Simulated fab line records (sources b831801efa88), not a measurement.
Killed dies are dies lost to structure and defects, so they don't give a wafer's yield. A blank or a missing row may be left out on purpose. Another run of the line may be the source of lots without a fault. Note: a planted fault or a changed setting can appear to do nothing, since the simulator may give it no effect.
Problem report, 8D (eight disciplines) form, completed by code :: flow gf180mcu :: the parts of the form that need people (team, actions taken, sign-off) are left out

== 1. WHAT WENT WRONG ==
Wafers free of any fault read 10.03 nm (standard deviation 0.17) for STI_OXIDATION_THK at GF_STI_THK_MEAS_02, against a mean of 13.33 nm on 6 wafers of 2 lots. Relative to the usual mean, that is a shift of +19 standard deviations.
The first sign was on wafer L908.1 at day 5 00:31, on film-metro-02. At this step, 42 wafers from 14 lots have a number in the record. Rule for "out", or "out of limits": more than 4 standard deviations from the usual mean. All remaining wafers that have a number are taken as sound.

== 2. WHAT IT IS; WHAT IT IS NOT ==
question: which readings at this step
is: STI_OXIDATION_THK
is not: -

question: which lots
is: L908, L909
is not: L891, L892, L893, L894, L897, L898, L899, L902, L907, L911, L912, L913

question: which wafers of those lots
is: all that have a number
is not: -

question: read on which gauges
is: film-metro-02
is not: film-metro-01, film-metro-03

question: when
is: from day 5 00:31
is not: up to then (27 sound wafers); but 9 sound wafers of L911, L912, L913 came after

== 3. WHAT RULES OUT EACH SUSPECT ==
Counting: any tool at a process step up to the reading is kept as a suspect provided that every lot that is out went through it and no sound lot did after the first of them.
- the gauge at GF_STI_THK_MEAS_02: kept. All the wafers that are out were read on film-metro-02, and no step on other tools shows them out.
- furnace-02 at GF_STI_OXIDATION_01 (stabilise 600 s, purge 300 s, target thk 10 nm): kept. It processed each lot that is out, first L908 at day 4 23:07, and no sound lot thereafter; up to then, the last sound lot it processed was L907 at day 4 18:09.
Remaining after the count are furnace-02 at GF_STI_OXIDATION_01 and film-metro-02 at GF_STI_THK_MEAS_02.

== 4. THE CAUSE (what the simulator had put in) ==
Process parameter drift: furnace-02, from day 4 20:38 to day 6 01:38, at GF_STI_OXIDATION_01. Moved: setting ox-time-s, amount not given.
Counting leaves 2 suspects; this tool is one of them.

== 5. THE CHAIN OF EFFECTS, in route order ==
Each row: a reading whose mean over the struck wafers that have a number lies more than 3 standard deviations from the usual. Scope: only readings with a usual standard deviation given in the record; hours: median across lots of the time from each lot's start at the first step in this table that gives one to its start at this step; sigmas: change in usual standard deviations.
hours: 0
step: GF_STI_THK_MEAS_02
reading: STI_OXIDATION_THK
usual: 10.03 nm
on struck wafers: 13.33
change: +3.30
sigmas: +19
Later measuring or inspecting steps at which every struck wafer that the step has a row for has a number for every such reading, and none has moved that far: GF_POLY_GATE_THK_MEAS_17, GF_NSD_TW_MEAS_12.

== 6. HOW IT WOULD HAVE BEEN CAUGHT EARLIER ==
4 hours passed between the start of the fault at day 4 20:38 and the first reading out of limits at a measuring or inspecting step in this record, taken at day 5 00:31.
No tool reading at GF_STI_OXIDATION_01 that has a usual standard deviation in the record was out on any struck wafer, so an alarm limit of 4 standard deviations on those readings would not have fired.
Of the lots that are out (2), L909 began GF_STI_OXIDATION_01 on furnace-02 after day 5 00:31. A tool hold placed at that time would have kept it from harm.
